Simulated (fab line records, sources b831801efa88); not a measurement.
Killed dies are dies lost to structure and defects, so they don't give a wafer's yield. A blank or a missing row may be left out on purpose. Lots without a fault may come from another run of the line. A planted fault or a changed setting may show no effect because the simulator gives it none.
Which tool did it? | flow sky130 | 14 lots, 42 wafers sampled, at 6 steps of a route of 708

WHAT THE GAUGES READ, wafer by wafer
SKY_VT_ADJUST_LVTN_OVL_MEAS_07. Usual: VT_ADJUST_LVTN_OVL 0.7 nm, standard deviation 1.3.
lot  | measured     | on         | VT_ADJUST_LVTN_OVL (nm) | flag
L581 | day 7 06:04  | overlay-01 | 1.7 -2.3 2.9            |
L583 | day 7 10:09  | overlay-02 | 0.2 0.4 -1.4            |
L584 | day 7 11:55  | overlay-02 | 0.2 1.4 0.3             |
L586 | day 8 04:46  | overlay-02 | 0.6 0.3 -0.2            |
L587 | day 8 11:13  | overlay-01 | 1.2 1.8 1.8             |
L588 | day 8 16:47  | overlay-02 | -1.9 -0.6 0.9           |
L589 | day 8 22:25  | overlay-01 | 1.6 1.6 1.6             |
L591 | day 9 23:56  | overlay-01 | -1.0 -0.4 -2.0          |
L592 | day 10 09:19 | overlay-01 | -0.8 0.8 0.9            |
L595 | day 10 20:55 | overlay-02 | -0.2 1.7 1.0            |
L601 | day 12 04:39 | overlay-01 | -0.8 2.0 -0.1           |
L602 | day 12 11:38 | overlay-01 | 1.3 0.7 1.9             |
L603 | day 12 19:36 | overlay-01 | -2.1 -0.8 -0.7          |
L604 | day 13 03:25 | overlay-01 | 0.7 -0.9 -0.1           |

SKY_VT_ADJUST_NCORE_OVL_MEAS_08. Usual: VT_ADJUST_NCORE_OVL -0.6 nm, standard deviation 1.2.
lot  | measured     | on         | VT_ADJUST_NCORE_OVL (nm) | flag
L581 | day 8 23:32  | overlay-02 | 0.9 -0.6 -0.9            |
L583 | day 9 03:01  | overlay-02 | 1.1 -0.7 0.2             |
L584 | day 9 04:19  | overlay-02 | 0.0 0.4 0.6              |
L586 | day 9 22:31  | overlay-01 | -1.0 -2.2 -1.3           |
L587 | day 10 05:57 | overlay-02 | -0.4 -0.9 0.7            |
L588 | day 10 11:35 | overlay-01 | -1.7 -4.3 -1.2           |
L589 | day 10 18:29 | overlay-01 | -2.7 -0.5 0.1            |
L591 | day 11 22:46 | overlay-01 | 0.5 -0.8 1.1             |
L592 | day 12 08:35 | overlay-01 | 1.6 -0.1 1.4             |
L595 | day 12 20:37 | overlay-01 | -0.7 0.5 -1.0            |
L601 | day 14 06:40 | overlay-01 | 0.0 -2.1 -1.3            |
L602 | day 14 16:59 | overlay-02 | -3.1 -0.1 0.3            |
L603 | day 15 00:01 | overlay-02 | 0.4 -1.1 1.6             |
L604 | day 15 08:43 | overlay-02 | -0.6 1.1 2.0             |

SKY_LDD_P_TW_MEAS_11. Usual: LDD_P_TW 636.3, standard deviation 2.9.
lot  | measured     | on            | LDD_P_TW          | flag
L581 | day 19 11:43 | film_metro-04 | 630.3 631.4 631.3 |
L583 | day 19 16:59 | film_metro-01 | 641.5 640.7 645.9 |
L584 | day 20 02:40 | film_metro-04 | 635.4 635.3 636.8 |
L586 | day 21 02:04 | film_metro-03 | 636.5 636.8 637.4 |
L587 | day 21 09:13 | film_metro-03 | 636.2 638.9 634.9 |
L588 | day 21 18:54 | film_metro-01 | 639.8 635.2 633.3 |
L589 | day 21 20:20 | film_metro-01 | 635.0 635.0 633.6 |
L591 | day 23 07:00 | film_metro-04 | 30.1 29.8 30.0    | OFF
L592 | day 23 21:07 | film_metro-04 | 29.7 30.0 29.9    | OFF
L595 | day 24 16:37 | film_metro-03 | 641.0 640.9 641.5 |
L601 | day 26 02:26 | film_metro-04 | 636.0 634.6 636.3 |
L602 | day 26 15:44 | film_metro-01 | 633.8 633.4 631.1 |
L603 | day 26 18:25 | film_metro-01 | 633.4 635.3 637.8 |
L604 | day 27 05:03 | film_metro-03 | 640.8 640.0 637.2 |

WHICH TOOL RAN EACH LOT (tool, then ch and the chambers of the sampled wafers, then the start)
lot  | SKY_VT_ADJUST_PCH_STRIP_09           | SKY_LDD_N_STRIP_16                   | SKY_LDD_P_STRIP_10
L581 | plasma_asher-04 ch 0,1, day 10 18:57 | plasma_asher-04 ch 0,1, day 18 05:23 | plasma_asher-02 ch 0,1, day 19 11:37
L583 | plasma_asher-04 ch 0,1, day 10 23:05 | plasma_asher-04 ch 0,1, day 18 10:10 | plasma_asher-01 ch 0,1, day 19 16:53
L584 | plasma_asher-01 ch 0, day 11 01:39   | plasma_asher-02 ch 1, day 18 19:56   | plasma_asher-01 ch 0,1, day 20 02:25
L586 | plasma_asher-04 ch 0,1, day 11 20:51 | plasma_asher-02 ch 0,1, day 19 19:02 | plasma_asher-01 ch 0,1, day 21 01:58
L587 | plasma_asher-01 ch 0,1, day 12 05:05 | plasma_asher-03 ch 0,1, day 20 02:55 | plasma_asher-01 ch 0,1, day 21 09:07
L588 | plasma_asher-04 ch 0,1, day 12 11:13 | plasma_asher-03 ch 0,1, day 20 12:19 | plasma_asher-01 ch 0,1, day 21 18:47
L589 | plasma_asher-03 ch 0,1, day 12 18:49 | plasma_asher-03 ch 0,1, day 20 13:04 | plasma_asher-01 ch 0,1, day 21 20:13
L591 | plasma_asher-04 ch 1, day 14 00:24   | plasma_asher-03 ch 0, day 22 00:22   | plasma_asher-01 ch 0,1, day 23 06:54
L592 | plasma_asher-01 ch 0,1, day 14 14:55 | plasma_asher-04 ch 0,1, day 22 15:01 | plasma_asher-02 ch 0,1, day 23 21:01
L595 | plasma_asher-03 ch 0,1, day 15 00:44 | plasma_asher-02 ch 0, day 23 10:13   | plasma_asher-01 ch 0, day 24 16:31
L601 | plasma_asher-03 ch 0,1, day 16 14:56 | plasma_asher-04 ch 0,1, day 24 20:47 | plasma_asher-02 ch 0,1, day 26 02:20
L602 | plasma_asher-04 ch 0,1, day 17 01:12 | plasma_asher-04 ch 0,1, day 25 09:40 | plasma_asher-03 ch 0,1, day 26 15:38
L603 | plasma_asher-01 ch 0,1, day 17 08:53 | plasma_asher-03 ch 0,1, day 25 12:19 | plasma_asher-03 ch 0,1, day 26 18:19
L604 | plasma_asher-04 ch 1, day 17 18:07   | plasma_asher-03 ch 0,1, day 25 23:47 | plasma_asher-01 ch 0,1, day 27 04:56
- SKY_VT_ADJUST_PCH_STRIP_09: strips in O2/N2.
- SKY_LDD_N_STRIP_16: strips in O2/N2.
- SKY_LDD_P_STRIP_10: strips in O2/N2.

WHAT THE TOOLS THEMSELVES READ (means of the sampled wafers that have a number; where no wafer has one, the mark that the record gives instead)
SKY_VT_ADJUST_PCH_STRIP_09. Usual: chamber_pressure_mTorr 1500.1 mTorr, standard deviation 1.3; drypump_motor_current_A 5.56 A, standard deviation 0.25; oes_product_au 0.722 a.u., standard deviation 0.0046; strip_time_to_endpoint_s 36.97 s, standard deviation 0.094.
lot  | tool            | chamber_pressure_mTorr (mTorr) | drypump_motor_current_A (A) | oes_product_au (a.u.) | strip_time_to_endpoint_s (s) | flag
L581 | plasma_asher-04 | 1500.7                         | 5.76                        | 0.716                 | 37.05                        |
L583 | plasma_asher-04 | 1500.5                         | 5.75                        | 0.722                 | 36.95                        |
L584 | plasma_asher-01 | 1498.8                         | 5.34                        | 0.723                 | 36.92                        |
L586 | plasma_asher-04 | 1501.0                         | 5.80                        | 0.718                 | 36.85                        |
L587 | plasma_asher-01 | 1500.4                         | 5.50                        | 0.724                 | 37.17                        |
L588 | plasma_asher-04 | 1499.9                         | 5.79                        | 0.728                 | 36.97                        |
L589 | plasma_asher-03 | 1500.2                         | 5.36                        | 0.719                 | 36.85                        |
L591 | plasma_asher-04 | 1500.2                         | 5.84                        | 0.720                 | 37.02                        |
L592 | plasma_asher-01 | 1500.2                         | 5.65                        | 0.724                 | 36.90                        |
L595 | plasma_asher-03 | 1500.9                         | 5.25                        | 0.726                 | 36.87                        |
L601 | plasma_asher-03 | 1501.7                         | 5.29                        | 0.724                 | 37.13                        |
L602 | plasma_asher-04 | 1499.7                         | 5.75                        | 0.725                 | 36.96                        |
L603 | plasma_asher-01 | 1499.8                         | 5.50                        | 0.720                 | 37.00                        |
L604 | plasma_asher-04 | 1501.2                         | 5.88                        | 0.722                 | 37.05                        |

SKY_LDD_N_STRIP_16. Usual: chamber_pressure_mTorr 1500.2 mTorr, standard deviation 1.7; drypump_motor_current_A 5.6 A, standard deviation 0.3; oes_product_au 0.407 a.u., standard deviation 0.0044; strip_time_to_endpoint_s 4.314 s, standard deviation 0.018.
lot  | tool            | chamber_pressure_mTorr (mTorr) | drypump_motor_current_A (A) | oes_product_au (a.u.) | strip_time_to_endpoint_s (s) | flag
L581 | plasma_asher-04 | 1499.9                         | 5.8                         | 0.402                 | 4.322                        |
L583 | plasma_asher-04 | 1499.2                         | 5.8                         | 0.407                 | 4.315                        |
L584 | plasma_asher-02 | 1499.2                         | 5.3                         | 0.405                 | 4.321                        |
L586 | plasma_asher-02 | 1501.8                         | 5.9                         | 0.408                 | 4.331                        |
L587 | plasma_asher-03 | 1500.9                         | 5.3                         | 0.405                 | 4.293                        |
L588 | plasma_asher-03 | 1501.6                         | 5.3                         | 0.413                 | 4.303                        |
L589 | plasma_asher-03 | 1499.0                         | 5.3                         | 0.408                 | 4.298                        |
L591 | plasma_asher-03 | -                              | -                           | -                     | -                            | OFF
L592 | plasma_asher-04 | -                              | -                           | -                     | -                            | OFF
L595 | plasma_asher-02 | 1499.6                         | 6.1                         | 0.405                 | 4.338                        |
L601 | plasma_asher-04 | 1501.2                         | 5.8                         | 0.410                 | 4.322                        |
L602 | plasma_asher-04 | 1500.5                         | 5.8                         | 0.406                 | 4.349                        |
L603 | plasma_asher-03 | 1501.1                         | 5.3                         | 0.410                 | 4.328                        |
L604 | plasma_asher-03 | 1500.7                         | 5.3                         | 0.407                 | 4.306                        |

SKY_LDD_P_STRIP_10. Usual: chamber_pressure_mTorr 1500.1 mTorr, standard deviation 1.2; drypump_motor_current_A 5.6 A, standard deviation 0.31; oes_product_au 0.716 a.u., standard deviation 0.0053; strip_time_to_endpoint_s 14.18 s, standard deviation 0.04.
lot  | tool            | chamber_pressure_mTorr (mTorr) | drypump_motor_current_A (A) | oes_product_au (a.u.) | strip_time_to_endpoint_s (s) | flag
L581 | plasma_asher-02 | 1500.3                         | 5.9                         | 0.715                 | 14.15                        |
L583 | plasma_asher-01 | 1499.5                         | 5.7                         | 0.716                 | 14.24                        |
L584 | plasma_asher-01 | 1501.6                         | 5.5                         | 0.713                 | 14.19                        |
L586 | plasma_asher-01 | 1498.7                         | 5.6                         | 0.720                 | 14.14                        |
L587 | plasma_asher-01 | 1499.2                         | 5.6                         | 0.713                 | 14.16                        |
L588 | plasma_asher-01 | 1502.3                         | 5.6                         | 0.718                 | 14.20                        |
L589 | plasma_asher-01 | 1499.3                         | 5.7                         | 0.715                 | 14.12                        |
L591 | plasma_asher-01 | 1500.1                         | 5.5                         | 0.715                 | 18.72                        | OFF
L592 | plasma_asher-02 | 1499.7                         | 5.6                         | 0.719                 | 18.70                        | OFF
L595 | plasma_asher-01 | 1500.6                         | 5.3                         | 0.717                 | 14.21                        |
L601 | plasma_asher-02 | 1500.6                         | 5.9                         | 0.720                 | 14.16                        |
L602 | plasma_asher-03 | 1499.4                         | 5.3                         | 0.712                 | 14.18                        |
L603 | plasma_asher-03 | 1499.4                         | 5.3                         | 0.719                 | 14.13                        |
L604 | plasma_asher-01 | 1499.5                         | 5.6                         | 0.715                 | 14.20                        |

THE ANSWER, worked out from the rows above alone
Rule: a lot is off if the mean of its wafers that have a number lies more than 3 standard deviations from the usual mean. A lot without any number at a reading at which 4 lots or more have one is off too. The other lots that the step has rows for count as sound. The gauges are gone through in route order, then the tools' own readings, and for those a lot's mean is taken as printed above. The first step at which some lot is off is used, and at that step the reading that is off furthest; a lot without a number counts as furthest.
Off: L591, L592, at SKY_LDD_P_TW_MEAS_11 (LDD_P_TW).
A tool fits if, at a process step before that reading, it ran every lot that is off, and no sound lot after the first of them. The gauges at SKY_LDD_P_TW_MEAS_11 aren't tried: what is off there is off at SKY_LDD_N_STRIP_16 too, on other tools, and a gauge's error can't cause that. None of those tried fits.

WHAT THE SIMULATOR HAD PUT IN
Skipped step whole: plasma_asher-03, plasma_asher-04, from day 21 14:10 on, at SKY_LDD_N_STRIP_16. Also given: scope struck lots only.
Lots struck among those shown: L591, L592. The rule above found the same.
